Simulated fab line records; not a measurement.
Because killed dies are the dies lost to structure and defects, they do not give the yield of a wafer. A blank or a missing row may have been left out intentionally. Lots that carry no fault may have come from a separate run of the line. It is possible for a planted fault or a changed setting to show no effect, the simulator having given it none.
Which tool is to blame? ; flow sky130 ; 10 lots with 30 wafers sampled at 6 steps, on a route of 708 steps

WHAT THE GAUGES READ, wafer by wafer
SKY_LDD_N_TW_MEAS_17.
lot;measured;on;LDD_N_TW
L227;day 17 19:48;film metro-01;2618 2616 2631
L228;day 18 10:10;film metro-03;2605 2632 2609
L229;day 18 21:12;film metro-03;2610 2631 2610
L230;day 19 03:49;film metro-04;2606 2608 2606
L231;day 19 14:26;film metro-03;2618 2613 2626
L232;day 20 00:58;film metro-03;2602 2588 2587
L235;day 21 02:54;film metro-04;2491 2492 2483
L236;day 21 09:33;film metro-01;2511 2508 2514
L237;day 21 20:17;film metro-04;2482 2493 2483
L238;day 22 05:17;film metro-01;2505 2521 2514

SKY_LDD_P_OVL_MEAS_08.
lot;measured;on;LDD_P_OVL (nm)
L227;day 19 01:59;overlay-02;-0.8 -4.0 -1.4
L228;day 19 17:09;overlay-02;0.2 -0.7 -0.2
L229;day 20 04:11;overlay-01;2.3 2.0 2.2
L230;day 20 10:46;overlay-02;-1.0 -2.4 -1.5
L231;day 20 20:44;overlay-01;0.1 -1.4 -1.3
L232;day 21 07:30;overlay-01;-1.8 -0.7 -0.4
L235;day 22 10:23;overlay-02;1.1 -0.2 -0.9
L236;day 22 16:14;overlay-02;-2.3 -1.1 -0.6
L237;day 23 03:26;overlay-02;-2.5 -3.4 -3.0
L238;day 23 12:29;overlay-02;0.3 0.2 0.9

SKY_LDD_HVP_TW_MEAS_10.
lot;measured;on;LDD_HVP_TW
L227;day 21 16:21;film metro-03;458.7 460.4 459.1
L228;day 22 07:38;film metro-04;460.1 460.5 461.5
L229;day 22 19:12;film metro-04;459.2 459.5 458.8
L230;day 23 01:38;film metro-04;458.7 457.7 456.3
L231;day 23 11:28;film metro-02;454.5 455.2 457.6
L232;day 23 22:54;film metro-04;458.6 458.7 458.3
L235;day 25 04:45;film metro-02;466.0 463.6 461.0
L236;day 25 05:15;film metro-04;458.5 459.7 459.6
L237;day 25 12:49;film metro-02;462.1 461.9 466.1
L238;day 26 00:42;film metro-04;458.8 458.2 460.0

TOOL THAT RAN EACH LOT (tool first, then ch and the chambers of the sampled wafers, then the start)
lot;SKY_POLY_GATE_ETCH_17;SKY_LDD_N_IMPLANT_10;SKY_LDD_N_STRIP_16
L227;rie si-01 ch 0,1,2, day 16 10:46;implanter-04 ch 0, day 17 18:48;plasma asher-03 ch 0,1, day 17 19:42
L228;rie si-01 ch 0,1, day 17 00:25;implanter-04 ch 0, day 18 09:11;plasma asher-03 ch 0,1, day 18 10:04
L229;rie si-02 ch 0,1,3, day 17 11:50;implanter-02 ch 0, day 18 20:12;plasma asher-04 ch 0,1, day 18 21:06
L230;rie si-02 ch 2,3, day 17 18:22;implanter-04 ch 0, day 19 02:52;plasma asher-04 ch 0,1, day 19 03:43
L231;rie si-01 ch 0,2,3, day 18 03:50;implanter-04 ch 0, day 19 13:26;plasma asher-04 ch 0,1, day 19 14:20
L232;rie si-02 ch 1,3, day 18 15:25;implanter-02 ch 0, day 19 23:59;plasma asher-02 ch 0,1, day 20 00:51
L235;rie si-02 ch 1,3, day 19 17:42;implanter-02 ch 0, day 21 01:55;plasma asher-04 ch 0,1, day 21 02:47
L236;rie si-01 ch 1,3, day 20 00:43;implanter-04 ch 0, day 21 08:33;plasma asher-03 ch 0,1, day 21 09:27
L237;rie si-02 ch 1,3, day 20 09:36;implanter-01 ch 0, day 21 19:17;plasma asher-04 ch 0,1, day 21 20:11
L238;rie si-01 ch 1,3, day 20 19:24;implanter-04 ch 0, day 22 04:17;plasma asher-02 ch 0,1, day 22 05:11
- SKY_POLY_GATE_ETCH_17: etches poly-Si in HBr/Cl2, stops on SiO2, target depth 180 nm, time 70.5 s.
- SKY_LDD_N_IMPLANT_10
- SKY_LDD_N_STRIP_16: strips in O2/N2.

AS READ BY THE TOOLS THEMSELVES (means over the sampled wafers that have a number; for cases with no such wafer, the mark the record gives instead)
SKY_POLY_GATE_ETCH_17.
lot;tool;bias w (W);chamber pressure mTorr (mTorr);drypump motor current A (A);oes product au (a.u.);throttle valve pct (%)
L227;rie si-01;99.9;9.990;5.9;0.992;33.685
L228;rie si-01;99.9;9.990;5.4;0.990;33.690
L229;rie si-02;100.4;9.996;5.8;0.995;33.692
L230;rie si-02;100.2;9.999;5.7;0.986;33.682
L231;rie si-01;100.1;9.997;6.2;0.971;33.689
L232;rie si-02;100.1;9.999;5.8;0.978;33.686
L235;rie si-02;99.7;10.006;5.7;0.988;33.688
L236;rie si-01;100.0;9.999;5.1;0.990;33.677
L237;rie si-02;99.9;10.005;5.7;0.979;33.681
L238;rie si-01;100.2;9.992;5.5;0.986;33.686

SKY_LDD_N_IMPLANT_10.
lot;tool;end station pressure torr (Torr)
L227;implanter-04;5.23e-06
L228;implanter-04;5.48e-06
L229;implanter-02;5.18e-06
L230;implanter-04;5.34e-06
L231;implanter-04;5.55e-06
L232;implanter-02;5.04e-06
L235;implanter-02;5.37e-06
L236;implanter-04;5.34e-06
L237;implanter-01;5.42e-06
L238;implanter-04;5.39e-06

SKY_LDD_N_STRIP_16.
lot;tool;chamber pressure mTorr (mTorr);drypump motor current A (A);oes product au (a.u.);strip time to endpoint s (s)
L227;plasma asher-03;1500.0;5.4;0.406;4.343
L228;plasma asher-03;1500.8;5.3;0.408;4.336
L229;plasma asher-04;1500.5;5.2;0.410;4.335
L230;plasma asher-04;1500.4;5.2;0.407;4.346
L231;plasma asher-04;1499.9;5.3;0.408;4.348
L232;plasma asher-02;1500.0;5.9;0.402;4.364
L235;plasma asher-04;1500.0;5.2;0.411;4.296
L236;plasma asher-03;1501.0;5.4;0.411;4.294
L237;plasma asher-04;1500.2;5.2;0.404;4.297
L238;plasma asher-02;1500.1;5.6;0.408;4.280

THE ANSWER, worked out from the rows above alone
Rule: what is usual is taken from the lots themselves. Put in order of their means at a reading, lots are off if they are a third of the lots or fewer, leave a main group of 4 or more, and stand apart from it by a gap of 3 or more times the standard deviation of the main group's means; of several such gaps the widest counts. A main group is skipped when, at the precision printed for the reading in the tables above, its means are all equal. Also off: a lot with no number at a reading for which 4 or more lots have one. The other lots that the step has rows for count as sound. Order of review: gauges by route order, followed by the tools' own readings, for which a lot's mean as printed above is used. At the first step where some lot is off, the reading lying furthest off is the one used; lots without a number count as furthest.
Across all readings shown, no lot is off: no conclusion can be drawn from this.

WHAT THE SIMULATOR HAD INSERTED
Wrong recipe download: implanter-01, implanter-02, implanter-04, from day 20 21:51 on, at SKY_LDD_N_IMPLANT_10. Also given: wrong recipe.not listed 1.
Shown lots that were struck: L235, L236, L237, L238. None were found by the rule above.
